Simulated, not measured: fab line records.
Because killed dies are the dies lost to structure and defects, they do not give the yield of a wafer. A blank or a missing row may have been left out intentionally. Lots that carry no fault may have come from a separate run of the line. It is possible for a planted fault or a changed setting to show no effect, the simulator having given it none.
fab line records | flow sky130 | part 2 of 2: steps 27 to 39 of 39
record lots=5 wafers=15 last-day=48
route steps=708 shown VIA1@480 METAL2@483 VIA2@507
lots that met no fault: taken from a fault-free run of the same line
start-h: hours from the record's first day to the start of the lot's first wafer shown | wait-h: how many hours have passed since the lot's step before this one | " unchanged from the row above | L1.1+2: a single row standing in for several wafers | - no value, or no start was given | * or withheld: withheld | < > ~ a bound
route shown NAME@n: names a module that has steps shown in the file, with the first one's number in the route | usual: mean/standard deviation taken from wafers without a fault | same: alike in all rows | chamber/n: place in a boat | sites: per-site readings | _std_site: how widely they spread, as a standard deviation | _edge_site: outer sites' mean less inner sites' | radius-mm: for every site, how far away it sits from the centre of the wafer | mask NAME#n: copy n | behind: tool/chamber where the wafer was last shaped | hold: why the lot was held/for how many hours/how that ended | device: whichever transistor did not switch (one of n, p or np) | end of line: tests run on the same wafers once the route is complete | a step given without rows: its recipe and nothing more | killed: count of dies lost to structure and defects at first sort (not the wafer's yield) | map: a wafer's dies, marking killed ones x, the rest . and places with no die _
set.NAME: the run value of the setting; set.NAME@STEP: its run value at that earlier step | model.NAME: the simulator's own value behind a step, which no gauge read
lots at selected steps of the route; one table per step, one row per wafer
services: from which hour (start-h, from the record's first day; less than 0 if before it) a tool's chamber was out of use, for how many hours, and why
## steps
# step SKY_METAL2_CLEAN_23
# recipe chemistry=O3/DIW dry=n2-spin
# columns lot.wafer tool chamber start-h wait-h
L074.3+5+6 wet-bench-01 1 840.09 0.0
L083.2+4+6 wet-bench-03 3 895.94 0.0
L086.1+2+6 wet-bench-01 0 917.19 0.0
L087.1+4+6 wet-bench-03 3 928.07 0.0
L088.2+3+5 wet-bench-01 2 930.67 0.0
# step SKY_VIA2_HDPCVD_00
# recipe material=SiO2 target-thk-nm=1180 sigma-open-frac=0.3 time-s=196.7 temp-c=400 sih4-flow-sccm=60 pressure-mtorr=6
# columns lot.wafer tool chamber start-h wait-h
L074.3+5+6 hdpcvd-02 2,1,2 840.18 0.0
L083.2+4+6 hdpcvd-01 2,0,2 896.03 0.0
L086.1+2+6 hdpcvd-02 2,0,1 917.28 0.0
L087.1+4+6 hdpcvd-01 1,2,1 928.16 0.0
L088.2+3+5 hdpcvd-01 1,0,1 930.76 0.0
# step SKY_VIA2_THK_MEAS_01
# recipe reads=SiO2_of_VIA2_HDPCVD_00
# usual VIA2_HDPCVD_THK=1175/11
# columns lot.wafer tool chamber start-h wait-h VIA2_HDPCVD_THK[nm]
L074.3 film-metro-03 - 840.33 0.1 1164
L074.5 " - " " 1171
L074.6 " - " " 1171
L083.2 film-metro-03 - 896.17 0.1 1174
L083.4 " - " " 1168
L083.6 " - " " 1161
L086.1 film-metro-04 - 917.41 0.1 1186
L086.2 " - " " 1190
L086.6 " - " " 1175
L087.1 film-metro-02 - 928.29 0.1 1185
L087.4 " - " " 1178
L087.6 " - " " 1179
L088.2 film-metro-04 - 930.90 0.1 1153
L088.3 " - " " 1162
L088.5 " - " " 1174
# step SKY_VIA2_CMP_02
# recipe material=SiO2 down-force-psi=4 platen-rpm=60 pad-velocity-m-s=0.94248
# usual motor-current-A=11.8/1.1 retaining-ring-pressure-frac=1.000/0.0048
# columns lot.wafer tool chamber start-h wait-h motor-current-A retaining-ring-pressure-frac
L074.3 cmp-01 0 840.52 0.2 13.5 1.001
L074.6 " 1 " " 11.9 0.995
L074.5 " 2 " " 13.1 0.999
L083.2 cmp-01 0 896.32 0.1 13.5 0.997
L083.4 " 1 " " 11.6 1.001
L083.6 " 2 " " 13.5 0.996
L086.1 cmp-01 1 917.52 0.1 11.0 1.002
L086.2 " 3 " " 11.6 0.993
L086.6 " 0 " " 12.8 1.000
L087.4 cmp-01 1 928.45 0.1 11.8 0.999
L087.1 " 2 " " 13.4 1.000
L087.6 " 0 " " 13.4 0.999
L088.3 cmp-01 2 930.95 0.0 13.9 1.005
L088.2 " 1 " " 12.2 1.004
L088.5 " 3 " " 12.3 1.006
# step SKY_VIA2_BOW_MEAS_03
# recipe mode=bow
# usual VIA2_BOW=86/7.3
# columns lot.wafer tool chamber start-h wait-h VIA2_BOW[um]
L074.3 film-metro-03 - 840.71 0.1 76
L074.5 " - " " 90
L074.6 " - " " 90
L083.2 film-metro-04 - 896.54 0.2 91
L083.4 " - " " 82
L083.6 " - " " 90
L086.1 film-metro-04 - 917.77 0.2 89
L086.2 " - " " 84
L086.6 " - " " 87
L087.1 film-metro-04 - 928.65 0.1 80
L087.4 " - " " 71
L087.6 " - " " 66
L088.2 film-metro-02 - 931.27 0.1 92
L088.3 " - " " 83
L088.5 " - " " 91
# step SKY_VIA2_DEHYDRATE_04
# recipe temp-c=200 time-s=60
# columns lot.wafer tool chamber start-h wait-h
L074.3+5+6 litho-track-03 0 853.50 12.8
L083.2+4+6 litho-track-01 0 908.73 12.2
L086.1+2+6 litho-track-02 0 929.83 12.0
L087.1+4+6 litho-track-02 0 940.38 11.7
L088.2+3+5 litho-track-03 0 942.92 11.6
# step SKY_VIA2_HMDS_05
# recipe prime-time-s=60 prime-temp-c=120
# usual prime-temp-c=120.01/0.14
# columns lot.wafer tool chamber start-h wait-h prime-temp-c
L074.3 litho-track-03 0 853.65 0.1 119.88
L074.5 " 0 " " 119.96
L074.6 " 0 " " 120.07
L083.2 litho-track-01 0 908.88 0.1 120.08
L083.4 " 0 " " 119.66
L083.6 " 0 " " 120.11
L086.1 litho-track-02 0 929.98 0.1 119.97
L086.2 " 0 " " 119.95
L086.6 " 0 " " 119.95
L087.1 litho-track-02 0 940.53 0.1 120.05
L087.4 " 0 " " 120.11
L087.6 " 0 " " 120.13
L088.2 litho-track-03 0 943.07 0.1 120.04
L088.3 " 0 " " 120.21
L088.5 " 0 " " 120.40
# step SKY_VIA2_COAT_06
# recipe resist=BARC temp-c=withheld time-s=withheld spin-rpm=3000 resist-thk-nm=60
# usual dispense-pressure-kPa=48.6/1.9
# columns lot.wafer tool chamber start-h wait-h dispense-pressure-kPa
L074.3 litho-track-03 0 853.80 0.1 46.9
L074.5 " 0 " " 46.8
L074.6 " 0 " " 46.8
L083.2 litho-track-01 0 909.03 0.1 51.7
L083.4 " 0 " " 51.7
L083.6 " 0 " " 51.7
L086.1 litho-track-02 0 930.13 0.1 48.2
L086.2 " 0 " " 48.3
L086.6 " 0 " " 48.3
L087.1 litho-track-02 0 940.68 0.1 48.3
L087.4 " 0 " " 48.3
L087.6 " 0 " " 48.2
L088.2 litho-track-03 0 943.22 0.1 46.8
L088.3 " 0 " " 46.9
L088.5 " 0 " " 46.8
# step SKY_VIA2_COAT_07
# recipe resist=KrF-thick spin-rpm=3000 resist-thk-nm=450
# usual dispense-pressure-kPa=48.6/1.9
# columns lot.wafer tool chamber start-h wait-h dispense-pressure-kPa
L074.3 litho-track-03 0 - - 46.8
L074.5 " 0 " " 46.8
L074.6 " 0 " " 46.8
L083.2 litho-track-01 0 - - 51.7
L083.4 " 0 " " 51.7
L083.6 " 0 " " 51.7
L086.1 litho-track-02 0 - - 48.1
L086.2 " 0 " " 48.1
L086.6 " 0 " " 48.1
L087.1 litho-track-02 0 - - 48.1
L087.4 " 0 " " 48.1
L087.6 " 0 " " 48.1
L088.2 litho-track-03 0 - - 46.7
L088.3 " 0 " " 46.7
L088.5 " 0 " " 46.8
# step SKY_VIA2_SOFTBAKE_08
# recipe temp-c=100 time-s=90 resist=KrF-thick
# columns lot.wafer tool chamber start-h wait-h
L074.3+5+6 litho-track-03 0 - -
L083.2+4+6 litho-track-01 0 - -
L086.1+2+6 litho-track-02 0 - -
L087.1+4+6 litho-track-02 0 - -
L088.2+3+5 litho-track-03 0 - -
# step SKY_VIA2_EXPOSE_09
# recipe mask-id=VIM2 na=0.8 source-shape=annular sigma-inner=0.55 sigma-outer=0.85 target-cd-nm=200 dose-mj=38
# columns lot.wafer tool chamber start-h wait-h mask
L074.3+5+6 krf-scanner-02 0 - - VIM2#0
L083.2+4+6 krf-scanner-02 0 - - VIM2#0
L086.1+2+6 krf-scanner-01 0 - - VIM2#0
L087.1+4+6 krf-scanner-01 0 - - VIM2#0
L088.2+3+5 krf-scanner-01 0 - - VIM2#0
# step SKY_VIA2_PEB_10
# recipe peb-temp-c=withheld peb-time-s=withheld resist=KrF-thick
# columns lot.wafer tool chamber start-h wait-h
L074.3+5+6 litho-track-01 0 - -
L083.2+4+6 litho-track-02 0 - -
L086.1+2+6 litho-track-01 0 - -
L087.1+4+6 litho-track-03 0 - -
L088.2+3+5 litho-track-02 0 - -
# step SKY_VIA2_DEVELOP_11
# recipe develop-time-s=60 resist=KrF-thick dev-temp-c=21
# columns lot.wafer tool chamber start-h wait-h
L074.3+5+6 litho-track-01 0 - -
L083.2+4+6 litho-track-02 0 - -
L086.1+2+6 litho-track-01 0 - -
L087.1+4+6 litho-track-03 0 - -
L088.2+3+5 litho-track-02 0 - -
## services
# columns tool chamber start-h hours kind
cmp-01 - 788.27 5.7 pm
krf-scanner-01 - 792.32 36.8 repair
rie-metal-03 - 793.13 0.2 repair
krf-scanner-02 - 829.06 4.0 pm
krf-scanner-01 - 833.08 1.3 pm
krf-scanner-02 - 834.38 1.0 pm
krf-scanner-01 - 836.66 1.0 pm
krf-scanner-02 - 845.06 0.8 pm
cmp-01 - 853.36 0.3 repair
rie-metal-03 0 856.76 10.4 repair
krf-scanner-02 - 870.48 0.9 repair
pvd-sputter-01 - 882.35 0.6 repair
pvd-sputter-03 - 882.81 15.7 repair
pvd-sputter-03 - 884.85 2.9 repair
rie-metal-03 1 897.38 2.3 repair
krf-scanner-02 - 902.93 0.7 repair
cmp-02 - 907.98 4.4 repair
krf-scanner-02 - 908.18 1.3 pm
cmp-02 - 912.37 4.0 pm
krf-scanner-01 - 916.53 0.8 pm
cmp-02 - 921.19 4.5 pm
krf-scanner-01 - 924.92 4.0 pm
pvd-sputter-01 - 932.95 8.8 repair
hdpcvd-01 2 948.83 5.1 repair
